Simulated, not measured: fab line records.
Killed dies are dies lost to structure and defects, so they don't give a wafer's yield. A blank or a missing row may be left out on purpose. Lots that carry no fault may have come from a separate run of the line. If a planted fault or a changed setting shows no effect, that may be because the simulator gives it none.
Comparing a struck lot with a sound one    flow sky130    24 steps out of a route of 708
Sound: these wafers, L480.3, L480.4, L480.5. Struck: wafers L490.1, L490.2, L490.3. At the end, the cause is stated.
At each step with rows: each side's tool, then ch and its chambers, then its first start. Under that, the readings that differ: sound wafers    struck wafers    difference of the means    sigmas: that difference in standard deviations of wafers without a fault.
alike: readings with means less than 2 such deviations apart, plus words and numbers identical on both sides. not compared: withheld readings, readings lacking a value on some wafer, bounds such as >300 that could conceal the same value, and numbers that have no deviation in the record and whose values overlap.
Wherever a step has rows on one side only, a row that says differs or no value, or a row with sigmas, the two part there. When numbers do not overlap yet have no deviation, they are printed without sigmas and do not part them. A reading missing from all wafers of one side parts the sides only when that side holds two or more wafers.

first, 5 steps without rows for these wafers: SKY_VIA4_STRIP_14 (strips in post etch residue remover, time 1200 s); SKY_VIA4_CLEAN_15 (cleans in IPA, time 180 s); SKY_VIA4_CLEAN_16 (cleans in O3/DIW); SKY_VIA4_SPUTTER_17 (material TiN, target thk 20 nm, time 80 s); SKY_VIA4_CVD_18 (deposits W, target thk 505 nm, time 152.14 s).
SKY_VIA4_RS_MEAS_19: the measuring method here is four-point-probe.
  struck on film_metro-02, day 48 00:20; sound on film_metro-02, day 45 10:58
reading             sound                 struck                difference  sigmas
VIA4_W_RS (ohm/sq)  0.2521 0.2524 0.2489  0.2449 0.2456 0.2434  -0.0065     -2
SKY_VIA4_THK_MEAS_20: measures by xrf.
  struck on film_metro-02, day 48 00:27; sound on film_metro-02, day 45 11:04
reading          sound        struck       difference  sigmas
VIA4_W_THK (nm)  454 456 459  470 471 475  +16         +2
then, 1 step without rows for these wafers: SKY_VIA4_CMP_21 (polishes, stops on SiO2, t overpolish 25 s, target thk 0 nm).
SKY_METAL5_SPUTTER_00: material Ti, target thk 15 nm, time 10 s.
  struck on pvd_sputter-04, day 48 00:49; sound on pvd_sputter-04, day 45 11:24
  alike: cathode_dc_power_W, chamber_pressure_pa, throttle_valve_pct
SKY_METAL5_SPUTTER_01: material TiN, target thk 20 nm, time 16.7 s.
  struck on pvd_sputter-04, day 48 00:50; sound on pvd_sputter-04, day 45 11:25
  alike: cathode_dc_power_W, chamber_pressure_pa, throttle_valve_pct
SKY_METAL5_SPUTTER_02: material AlCu, target thk 1150 nm, time 61.2 s.
  struck on pvd_sputter-04, day 48 00:52; sound on pvd_sputter-04, day 45 11:27
  alike: cathode_dc_power_W, chamber_pressure_pa, throttle_valve_pct
then, 1 step without rows for these wafers: SKY_METAL5_SPUTTER_03 (material Ti, target thk 5 nm, time 3.3 s).
SKY_METAL5_SPUTTER_04: material TiN, target thk 70 nm, time 58.3 s.
  struck on pvd_sputter-04, day 48 00:56; sound on pvd_sputter-04, day 45 11:31
  no value came back on the struck wafers for cathode_dc_power_W (W), chamber_pressure_pa (Pa), throttle_valve_pct (%); on the sound wafers cathode_dc_power_W (W) reads 6502.2 6503.0 6500.6
SKY_METAL5_THK_MEAS_06: measures by xrf.
  struck on film_metro-03, day 48 01:06; sound on film_metro-02, day 45 11:42
reading               sound           struck          difference  sigmas
METAL5_ALCU_THK (nm)  1134 1138 1140  1345 1343 1355  +210        +13
then, 7 steps without rows for these wafers: SKY_METAL5_DEHYDRATE_07 (time 60 s); SKY_METAL5_HMDS_08 (prime time 60 s); SKY_METAL5_COAT_09 (resist thk 1800 nm); SKY_METAL5_SOFTBAKE_10 (time 60 s); SKY_METAL5_EXPOSE_11 (exposes mask MM5, target cd 1600 nm); SKY_METAL5_PEB_12; SKY_METAL5_DEVELOP_13 (develop time 60 s).
SKY_METAL5_DESCUM_14: chemistry O2, time 11 s.
  sound on rie_metal-04 ch 0,1, day 46 08:53; struck on rie_metal-04 ch 1, day 48 19:25
  alike: drypump_motor_current_A, oes_product_au
  not compared: rf_hours_counter_h
SKY_METAL5_METAL_ETCH_15: etches the open film in Cl2/BCl3, stops on SiO2, target depth 1260 nm, time 252 s.
  sound on rie_metal-04 ch 0,1, day 46 08:59; struck on rie_metal-04 ch 1, day 48 19:29
reading                sound              struck             difference  sigmas
oes_product_au (a.u.)  0.888 0.897 0.894  0.867 0.866 0.874  -0.024      -5
  alike: bias_w, drypump_motor_current_A, throttle_valve_pct
  not compared: rf_hours_counter_h
SKY_METAL5_STRIP_16: strips in O2/N2.
  sound on plasma_asher-03 ch 0,1, day 46 09:10; struck on plasma_asher-01 ch 0,1, day 48 19:58
  alike: drypump_motor_current_A, oes_product_au, strip_time_to_endpoint_s
  not compared: rf_hours_counter_h

== WHERE THEY PART ==
Last at SKY_METAL5_METAL_ETCH_15 as far as this record goes, first at SKY_VIA4_RS_MEAS_19. Later steps at which nothing parts them and some readings are alike: SKY_METAL5_STRIP_16.

WHY: whatever the simulator had introduced
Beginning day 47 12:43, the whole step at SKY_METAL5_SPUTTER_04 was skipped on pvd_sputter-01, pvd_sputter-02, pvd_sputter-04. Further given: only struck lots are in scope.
